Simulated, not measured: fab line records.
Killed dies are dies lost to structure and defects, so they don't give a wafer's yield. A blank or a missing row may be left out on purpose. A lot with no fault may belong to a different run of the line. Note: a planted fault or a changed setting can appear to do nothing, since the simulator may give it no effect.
Chamber matching ; flow sky130 ; 4 sister chambers for SKY_VIA3_CMP_24 on cmp-01
The step polishes, stops on SiO2, t overpolish 20 s, target thk 0 nm. 20 wafers are shown with their chamber, then 10 later ones without.

== WAFERS WITH THEIR CHAMBER ==
wafer;chamber;motor current A (A);time to endpoint s (s);overpolish run s (s)
L612.1;0;10.2;94;19.998
L612.3;1;10.7;94;20.012
L612.5;1;11.3;94;19.995
L613.1;3;10.5;93;20.017
L613.3;0;10.5;91;20.012
L613.4;2;10.6;98;20.005
L615.2;2;10.3;90;19.998
L615.3;1;11.6;91;19.991
L615.5;0;10.4;92;20.018
L616.1;0;10.8;95;19.998
L616.5;0;11.2;97;19.996
L616.6;1;11.8;95;19.996
L617.3;0;10.1;99;20.017
L617.4;2;10.2;95;20.028
L617.5;0;10.0;95;19.994
L621.1;1;11.4;94;20.009
L621.3;0;10.5;92;19.984
L621.4;2;10.5;94;20.003
L628.2;3;10.8;89;20.009
L628.4;2;9.8;92;20.007

SIGNATURES (averages over the wafers above)
reading;chamber 0;chamber 1;chamber 2;chamber 3;scatter within a chamber
motor current A;10.463;11.360;10.280;10.650;0.371
time to endpoint s;94.38;93.60;93.80;91.00;2.57
overpolish run s;20.00212;20.00060;20.00820;20.01300;0.011
Rule: for a wafer and a chamber, the distance is found by dividing, reading by reading, the gap between the wafer's reading and the chamber's mean by the reading's scatter, squaring, summing and taking the root. The wafer belongs to the nearest chamber; if the next one is less than 2 further off, it can't be placed. The scatter: the root of (the sum of the squares of (reading less its chamber's mean) over the shown wafers, divided by (wafers less chambers)).

== WAFERS WITH NO CHAMBER GIVEN ==
wafer;motor current A (A);time to endpoint s (s);overpolish run s (s)
L628.6;10.1;87;20.008
L626.2;10.7;90;20.002
L626.5;9.9;92;19.998
L626.6;11.7;93;19.989
L633.3;10.2;94;20.000
L633.4;10.4;90;20.002
L633.5;10.5;87;20.007
L634.2;11.3;96;20.007
L634.3;10.9;89;19.987
L634.4;9.8;93;20.002

== EACH ONE'S CHAMBER ==
wafer;from the rows above;in truth
L628.6;can't be placed: 3 or 2 or 0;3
L626.2;can't be placed: 3 or 0 or 2 or 1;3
L626.5;can't be placed: 2 or 0 or 3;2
L626.6;1;1
L633.3;can't be placed: 0 or 2 or 3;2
L633.4;can't be placed: 3 or 2 or 0 or 1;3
L633.5;can't be placed: 3 or 2 or 0 or 1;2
L634.2;can't be placed: 1 or 0 or 3 or 2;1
L634.3;can't be placed: 1 or 3 or 0 or 2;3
L634.4;can't be placed: 2 or 0 or 3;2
1 of 10 placed correctly. From these rows, 9 cannot be placed; in 9 the true chamber is one of the candidates. 0 placed wrongly.
